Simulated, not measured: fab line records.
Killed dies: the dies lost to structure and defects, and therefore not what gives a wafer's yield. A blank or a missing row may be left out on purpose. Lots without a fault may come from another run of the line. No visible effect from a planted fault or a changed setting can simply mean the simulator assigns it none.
fab line records | flow gf180mcu
record lots=7 wafers=21 last-day=34
route steps=602 shown M4@464 V4@476
lots untouched by any fault: they come from a run of this same line in which no faults occurred
start-h: start of the lot's first displayed wafer, in hours after the record's first day | wait-h: time in hours since the lot's previous step | " as in the row above | L1.1+2: a row that stands for several wafers | - value missing, or start not given | * or withheld: withheld | < > ~ a bound
route shown NAME@n: NAME is a module with steps in the file, n the number in the route of the first one | usual: the fault-free wafers' mean and standard deviation | same: alike in all rows | chamber/n: place in a boat | sites: the reading at each site | _std_site: standard deviation of those values | _edge_site: outer sites' mean less inner sites' | radius-mm: for every site, how far away it sits from the centre of the wafer | mask NAME#n: copy n | behind: the tool/chamber that last shaped the wafer | hold: reason for holding the lot/hours on hold/outcome of the hold | device: transistor that didn't switch, given as n, p or np | end of line: tests run on the same wafers once the route is complete | a step given without rows: its recipe and nothing more | killed: not the wafer's yield, but the dies lost to structure and defects at the first sort | map: a wafer's dies, x killed, . not, _ none there
set.NAME: the setting the step ran with; set.NAME@STEP: the setting that earlier step ran with | model.NAME: the simulator's own value behind a step, which no gauge read
lots at selected steps of the route; one table per step, one row per wafer
services: when a tool's chamber went out of use (start-h, in hours from the record's first day, below 0 if earlier), for how many hours, and the reason
## steps
# step GF_M4_HMDS_08
# recipe prime-time-s=60 prime-temp-c=120
# step GF_M4_COAT_09
# recipe resist=KrF spin-rpm=withheld resist-thk-nm=1000
# step GF_M4_SOFTBAKE_10
# recipe temp-c=130 time-s=60 resist=KrF
# step GF_M4_EXPOSE_11
# recipe mask-id=Metal4 target-cd-nm=280 na=0.68 source-shape=conventional sigma-outer=0.6 dose-mj=28
# step GF_M4_PEB_12
# recipe peb-temp-c=135 peb-time-s=90 resist=KrF
# step GF_M4_DEVELOP_13
# recipe develop-time-s=60 dev-temp-c=21
# step GF_M4_CD_MEAS_14
# recipe target-cd-nm=280
# usual cd-nm=280.4/1.3
# columns lot.wafer tool chamber start-h wait-h cd-nm
L208.4 cd-sem-01 - 543.10 0.1 280.9
L208.5 " - " " 280.6
L208.6 " - " " 281.5
L217.2 cd-sem-02 - 622.70 0.1 281.0
L217.3 " - " " 281.5
L217.5 " - " " 280.7
L218.1 cd-sem-01 - 639.09 0.1 280.1
L218.2 " - " " 280.6
L218.3 " - " " 278.6
L219.1 cd-sem-02 - 639.58 0.1 283.0
L219.2 " - " " 283.1
L219.3 " - " " 282.7
L220.1 cd-sem-02 - 650.47 0.1 280.7
L220.3 " - " " 281.0
L220.4 " - " " 281.8
L227.1 cd-sem-02 - 689.03 0.1 281.2
L227.5 " - " " 280.4
L227.6 " - " " 281.1
L230.1 cd-sem-01 - 706.82 0.1 280.9
L230.2 " - " " 279.6
L230.4 " - " " 279.5
# step GF_M4_OVL_MEAS_15
# usual M4_OVL=-1/5.3
# columns lot.wafer tool chamber start-h wait-h M4_OVL[nm]
L208.4 overlay-01 - 543.17 0.1 0
L208.5 " - " " 5
L208.6 " - " " 4
L217.2 overlay-02 - 622.81 0.1 -3
L217.3 " - " " 1
L217.5 " - " " 2
L218.1 overlay-01 - 639.21 0.1 5
L218.2 " - " " 4
L218.3 " - " " 7
L219.1 overlay-02 - 639.70 0.1 -9
L219.2 " - " " -1
L219.3 " - " " -13
L220.1 overlay-02 - 650.59 0.1 1
L220.3 " - " " -4
L220.4 " - " " 0
L227.1 overlay-02 - 689.15 0.1 -8
L227.5 " - " " -9
L227.6 " - " " -4
L230.1 overlay-01 - 706.94 0.1 -3
L230.2 " - " " 2
L230.4 " - " " 4
# step GF_M4_METAL_ETCH_16
# recipe chemistry=Cl2/BCl3 mask-material=KrF target-depth-nm=627.5 stop-on=SiO2 pressure-mtorr=8 icp-w=800 bias-w=140 Cl2_flow_sccm=80 bcl3-flow-sccm=40 time-s=104.6
# usual chamber-pressure-mTorr=8.000/0.0078 drypump-motor-current-A=6.0/0.31 oes-product-au=0.974/0.0071 throttle-valve-pct=28.249/0.011
# columns lot.wafer tool chamber start-h wait-h chamber-pressure-mTorr drypump-motor-current-A oes-product-au rf-hours-counter-h throttle-valve-pct
L208.4 rie-metal-04 1 543.23 0.0 7.994 6.6 0.985 - 28.238
L208.5 " 0 " " 8.002 5.6 0.982 - 28.252
L208.6 " 1 " " 7.993 6.6 0.976 - 28.240
L217.2 rie-metal-02 1 622.84 0.0 7.996 5.8 0.970 11 28.248
L217.3 " 0 " " 8.004 5.8 0.985 - 28.254
L217.5 " 1 " " 7.998 5.8 0.977 - 28.247
L218.1 rie-metal-03 1 639.24 0.0 8.004 5.8 0.982 7 28.248
L218.2 " 0 " " 8.004 6.2 0.981 5 28.250
L218.3 " 0 " " 7.994 6.2 0.975 - 28.231
L219.1 rie-metal-04 0 639.74 0.0 8.011 5.6 0.985 4 28.225
L219.2 " 1 " " 7.994 6.5 0.974 5 28.238
L219.3 " 0 " " 8.000 5.6 0.968 - 28.254
L220.1 rie-metal-03 1 650.63 0.0 8.004 5.8 0.955 7 28.282
L220.3 " 0 " " 8.010 6.2 0.966 - 28.275
L220.4 " 1 " " 8.002 5.8 0.960 - 28.260
L227.1 rie-metal-03 0 689.19 0.0 7.986 6.2 0.979 7 28.220
L227.5 " 0 " " 8.004 6.2 0.980 - 28.236
L227.6 " 1 " " 8.007 5.8 0.983 - 28.231
L230.1 rie-metal-03 1 706.98 0.0 7.998 5.8 0.977 9 28.256
L230.2 " 0 " " 8.001 6.2 0.970 7 28.262
L230.4 " 1 " " 8.002 5.8 0.968 - 28.260
# step GF_M4_STRIP_17
# recipe chemistry=O2/N2 power-w=1400 pressure-mtorr=1500 platen-temp-c=250 o2-flow-sccm=3000 n2-flow-sccm=300 overash-fraction=0.5
# usual chamber-pressure-mTorr=1500.0/1.3 drypump-motor-current-A=5.4/0.64 heater-power-w=336/36 o2-flow-sccm=3000/7.9 oes-product-au=0.557/0.0054 strip-time-to-endpoint-s=7.87/0.042
# columns lot.wafer tool chamber start-h wait-h chamber-pressure-mTorr drypump-motor-current-A heater-power-w o2-flow-sccm oes-product-au rf-hours-counter-h strip-time-to-endpoint-s
L208.4 plasma-asher-03 0 543.34 0.1 1501.8 5.0 335 3000 0.560 - 7.92
L208.5 " 1 " " 1502.1 5.1 388 2988 0.554 - 7.88
L208.6 " 0 " " 1499.3 5.0 335 3008 0.561 - 7.94
L217.2 plasma-asher-01 0 622.95 0.1 1501.0 4.9 330 2998 0.547 58 7.85
L217.3 " 0 " " 1500.2 4.9 336 2993 0.549 - 7.82
L217.5 " 0 " " 1496.8 4.9 335 2990 0.565 - 7.86
L218.1 plasma-asher-03 1 639.35 0.1 1501.2 5.1 388 3004 0.559 100 7.91
L218.2 " 0 " " 1499.6 5.0 334 3000 0.556 100 7.91
L218.3 " 0 " " 1500.9 5.0 333 2991 0.562 - 7.91
L219.1 plasma-asher-03 1 639.85 0.1 1500.2 5.1 392 3005 0.561 100 7.92
L219.2 " 0 " " 1498.3 5.0 349 3002 0.567 100 7.91
L219.3 " 0 " " 1500.6 5.0 334 3002 0.559 - 7.89
L220.1 plasma-asher-04 1 650.74 0.1 1502.4 6.5 341 2989 0.558 77 7.87
L220.3 " 1 " " 1502.4 6.5 342 2999 0.559 - 7.83
L220.4 " 0 " " 1501.6 5.0 276 2996 0.561 - 7.87
L227.1 plasma-asher-03 1 689.30 0.1 1500.1 5.1 393 3006 0.540 105 7.83
L227.5 " 0 " " 1498.4 5.0 333 3001 0.560 - 7.88
L227.6 " 1 " " 1500.4 5.0 390 3012 0.545 - 7.80
L230.1 plasma-asher-04 0 707.09 0.1 1501.0 5.0 281 3002 0.557 82 7.86
L230.2 " 1 " " 1498.6 6.5 336 3005 0.566 82 7.91
L230.4 " 0 " " 1500.8 5.0 279 3000 0.562 - 7.87
# step GF_M4_STRIP_18
# recipe chemistry=post-etch-residue-remover time-s=1200 temp-c=72.5
# step GF_M4_CLEAN_19
# recipe chemistry=DIW dry=n2-spin
# step GF_V4_CVD_00
# recipe material=SiO2 target-thk-nm=600 sigma-open-frac=0.3 temp-c=400 time-s=100 sih4-flow-sccm=60 pressure-mtorr=6
# usual pressure-mtorr=6.001/0.012 run-length-s=128.1/0.54
# columns lot.wafer tool chamber start-h wait-h pressure-mtorr run-length-s
L208.4 hdpcvd-02 1 543.87 0.0 5.980 127.9
L208.5 " 2 " " 5.990 127.9
L208.6 " 0 " " 6.002 128.1
L217.2 hdpcvd-02 0 623.49 0.0 6.011 129.0
L217.3 " 1 " " 6.010 128.0
L217.5 " 2 " " 6.004 127.5
L218.1 hdpcvd-01 0 639.97 0.0 - -
L218.2 " 1 " " - -
L218.3 " 2 " " - -
L219.1 hdpcvd-02 0 640.40 0.0 - -
L219.2 " 1 " " - -
L219.3 " 2 " " - -
L220.1 hdpcvd-02 1 651.27 0.0 - -
L220.3 " 2 " " - -
L220.4 " 1 " " - -
L227.1 hdpcvd-01 0 689.84 0.0 6.019 128.0
L227.5 " 0 " " 6.022 127.2
L227.6 " 2 " " 5.993 128.4
L230.1 hdpcvd-01 0 707.62 0.0 6.011 127.1
L230.2 " 1 " " 6.012 128.5
L230.4 " 2 " " 5.989 128.9
# step GF_V4_CVD_02
# recipe material=SiO2 target-thk-nm=850 precursor=TEOS temp-c=400 time-s=94.851 rf-w=600
# usual heater-power-outer-w=400/83 heater-power-w=686/120
# columns lot.wafer tool chamber start-h wait-h heater-power-outer-w heater-power-w
L208.4 pecvd-01 0 544.00 0.1 356 704
L208.5 " 2 " " 337 627
L208.6 " 1 " " 466 734
L217.2 pecvd-02 1 623.63 0.0 456 813
L217.3 " 2 " " 524 823
L217.5 " 2 " " 560 851
L218.1 pecvd-04 0 640.10 0.1 368 644
L218.2 " 1 " " 269 458
L218.3 " 2 " " 368 628
L219.1 pecvd-02 2 640.54 0.1 431 697
L219.2 " 0 " " 445 759
L219.3 " 1 " " 396 721
L220.1 pecvd-04 2 651.41 0.1 289 534
L220.3 " 1 " " 289 480
L220.4 " 0 " " 362 624
L227.1 pecvd-02 0 689.97 0.1 420 761
L227.5 " 0 " " 450 786
L227.6 " 2 " " 431 688
L230.1 pecvd-02 0 707.76 0.1 428 751
L230.2 " 2 " " 542 810
L230.4 " 2 " " 427 672
# step GF_V4_CMP_04
# recipe material=SiO2 down-force-psi=4 platen-rpm=60 pad-velocity-m-s=0.94248
# usual edge-zone-pressure-frac=1.000/0.0049 motor-current-A=12.3/1
# columns lot.wafer tool chamber start-h wait-h edge-zone-pressure-frac motor-current-A
L208.4 cmp-01 3 544.26 0.2 0.993 12.4
L208.6 " 0 " " 1.002 12.3
L208.5 " 1 " " 0.997 12.4
L217.3 cmp-01 2 623.76 0.0 1.004 12.3
L217.2 " 1 " " 1.004 12.0
L217.5 " 2 " " 0.996 12.7
L218.2 cmp-01 2 640.28 0.1 1.002 12.0
L218.1 " 3 " " 1.001 13.5
L218.3 " 0 " " 1.007 11.8
L219.2 cmp-01 1 640.83 0.2 1.003 12.0
L219.1 " 2 " " 0.990 12.0
L219.3 " 3 " " 0.999 14.0
L220.1 cmp-02 2 651.54 0.1 1.000 11.6
L220.3 " 3 " " 1.006 12.5
L220.4 " 0 " " 1.003 10.4
L227.1 cmp-02 3 690.20 0.1 0.997 12.3
L227.6 " 1 " " 0.999 14.4
L227.5 " 2 " " 1.003 11.8
L230.2 cmp-01 3 707.94 0.1 0.997 12.9
L230.4 " 0 " " 1.003 12.5
L230.1 " 1 " " 1.003 12.2
# step GF_V4_BOW_MEAS_05
# recipe mode=bow
# usual V4_BOW=136/8.6
# columns lot.wafer tool chamber start-h wait-h V4_BOW[um]
L208.4 film-metro-04 - 544.47 0.2 136
L208.5 " - " " 134
L208.6 " - " " 132
L217.2 film-metro-03 - 624.08 0.1 143
L217.3 " - " " 134
L217.5 " - " " 139
L218.1 film-metro-02 - 640.53 0.1 100
L218.2 " - " " 105
L218.3 " - " " 104
L219.1 film-metro-02 - 641.13 0.2 105
L219.2 " - " " 99
L219.3 " - " " 99
L220.1 film-metro-03 - 651.84 0.2 96
L220.3 " - " " 100
L220.4 " - " " 95
L227.1 film-metro-02 - 690.40 0.1 139
L227.5 " - " " 145
L227.6 " - " " 137
L230.1 film-metro-03 - 708.19 0.1 140
L230.2 " - " " 149
L230.4 " - " " 150
# step GF_V4_DEHYDRATE_06
# recipe temp-c=200 time-s=60
## services
# columns tool chamber start-h hours kind
hdpcvd-01 - 539.25 15.0 pm
hdpcvd-02 - 554.25 6.0 pm
plasma-asher-03 - 555.48 2.8 pm
plasma-asher-03 - 563.74 5.1 repair
cmp-01 - 572.03 4.0 pm
rie-metal-03 - 572.97 2.8 pm
cmp-02 - 575.54 4.4 repair
pecvd-04 - 589.67 0.5 repair
cmp-01 - 607.60 0.7 repair
pecvd-04 - 614.34 0.3 repair
rie-metal-04 0 634.19 2.1 repair
cmp-02 - 645.14 1.1 repair
pecvd-02 1 649.18 18.3 repair
cmp-01 - 656.28 4.9 pm
pecvd-04 - 663.55 2.8 pm
cmp-01 - 666.06 0.6 repair
cmp-01 - 668.23 1.3 repair
pecvd-04 - 668.41 0.5 repair
cmp-01 - 675.33 1.3 repair
rie-metal-04 0 684.36 22.2 repair
cmp-01 - 684.73 0.2 repair
plasma-asher-04 - 692.81 6.7 repair
cmp-02 - 695.67 3.2 repair
pecvd-02 - 699.95 6.0 pm
## key
first-sign step=GF_V4_CVD_00 reading=tool-record direction=missing
effect step=GF_V4_BOW_MEAS_05 reading=V4_BOW direction=down sigmas=4.2 usual=136 struck=100
met-at GF_V4_CVD_00
struck-wafers L218.1,L218.2,L218.3,L219.1,L219.2,L219.3,L220.1,L220.3,L220.4
later-rows-left-out L218.1,L218.2,L218.3,L219.1,L219.2,L219.3,L220.1,L220.3,L220.4
sort-left-out L218.1,L218.2,L218.3,L219.1,L219.2,L219.3,L220.1,L220.3,L220.4
onset-between 623.49 639.97
fault kind=skipped-step-whole tool=hdpcvd-01,hdpcvd-02 chamber=- onset-h=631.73 steps=GF_V4_CVD_00 scope=struck-lots-only
# sort-left-out: the simulated sort isn't trusted on such a fault, so these wafers' sort isn't shown, and their yield isn't known
# later-rows-left-out: the simulator's readings of these wafers behind a module that went badly wrong aren't trusted and aren't shown, but for the sort
